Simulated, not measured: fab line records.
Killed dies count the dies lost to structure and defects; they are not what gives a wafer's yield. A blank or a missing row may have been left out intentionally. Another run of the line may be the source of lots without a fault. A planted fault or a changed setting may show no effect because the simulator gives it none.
Which tool did it?	flow gf180mcu	12 lots, 36 wafers sampled, at 2 steps of a route of 602

WHAT EACH GAUGE READ, for each wafer
GF_MVSD_OVL_MEAS_07. Usual: for MVSD_OVL the level is 0.1 nm and the standard deviation is 1.3.
lot	measured	on	MVSD_OVL (nm)	flag
L932	day 4 10:38	overlay-01	0.3 1.0 1.2	
L933	day 4 17:05	overlay-01	0.6 1.9 1.3	
L934	day 4 21:19	overlay-01	0.0 0.8 -2.0	
L935	day 5 03:02	overlay-02	-1.6 -1.4 -2.6	
L936	day 5 09:34	overlay-02	-0.9 0.2 0.7	
L937	day 5 15:59	overlay-01	-1.6 -1.0 -1.7	
L938	day 5 21:44	overlay-01	-3.3 -0.4 -1.4	
L939	day 6 03:08	overlay-01	1.4 1.9 1.1	
L944	day 7 08:38	overlay-01	-1.4 -0.7 0.5	
L949	day 8 14:53	overlay-01	1.3 2.6 1.7	
L953	day 9 11:53	overlay-01	1.1 1.5 1.4	
L954	day 9 15:53	overlay-01	0.4 -0.4 -0.8	

GF_HV_LDD_THK_MEAS_57. Usual: for HV_LDD_CVD_56_THK the level is 89.9 nm and the standard deviation is 0.98.
lot	measured	on	HV_LDD_CVD_56_THK (nm)	flag
L932	day 12 13:15	filmMetro-03	88.7 87.7 88.1	
L933	day 12 18:47	filmMetro-03	89.8 89.9 90.5	
L934	day 13 05:22	filmMetro-03	90.2 91.2 90.3	
L935	day 13 08:58	filmMetro-02	89.9 90.1 90.5	
L936	day 13 20:44	filmMetro-01	88.4 89.0 89.0	
L937	day 14 02:18	filmMetro-01	89.9 89.8 90.0	
L938	day 14 09:09	filmMetro-01	90.1 89.9 90.1	
L939	day 15 00:53	filmMetro-02	91.0 91.6 91.7	
L944	day 16 12:41	filmMetro-01	91.1 90.3 90.8	
L949	day 18 05:05	filmMetro-03	88.3 88.1 88.2	
L953	day 19 12:17	filmMetro-01	90.2 88.7 89.6	
L954	day 19 17:53	filmMetro-01	89.4 90.1 89.7	

WHICH TOOL RAN EACH LOT (tool, then ch and the chambers of the sampled wafers, then the start)
The record holds no process step before these readings.

WHAT THE TOOLS THEMSELVES READ (means of the sampled wafers that have a number; where no wafer has one, the mark that the record gives instead)
The record holds no such reading with a usual standard deviation.

THE ANSWER, worked out from the rows above alone
Rule: a lot is off if the mean of its wafers that have a number lies more than 3 standard deviations from the usual mean. Also off: a lot with no number at a reading for which 4 or more lots have one. All remaining lots with rows at the step are treated as sound. First the gauges in route order, then the tools' own readings, where a lot's mean is used as printed above. The first step at which some lot is off is used, and at that step the reading that is off furthest; a lot without a number counts as furthest.
None of the lots is off at any reading shown; this tells nothing.

WHAT THE SIMULATOR HAD INSERTED
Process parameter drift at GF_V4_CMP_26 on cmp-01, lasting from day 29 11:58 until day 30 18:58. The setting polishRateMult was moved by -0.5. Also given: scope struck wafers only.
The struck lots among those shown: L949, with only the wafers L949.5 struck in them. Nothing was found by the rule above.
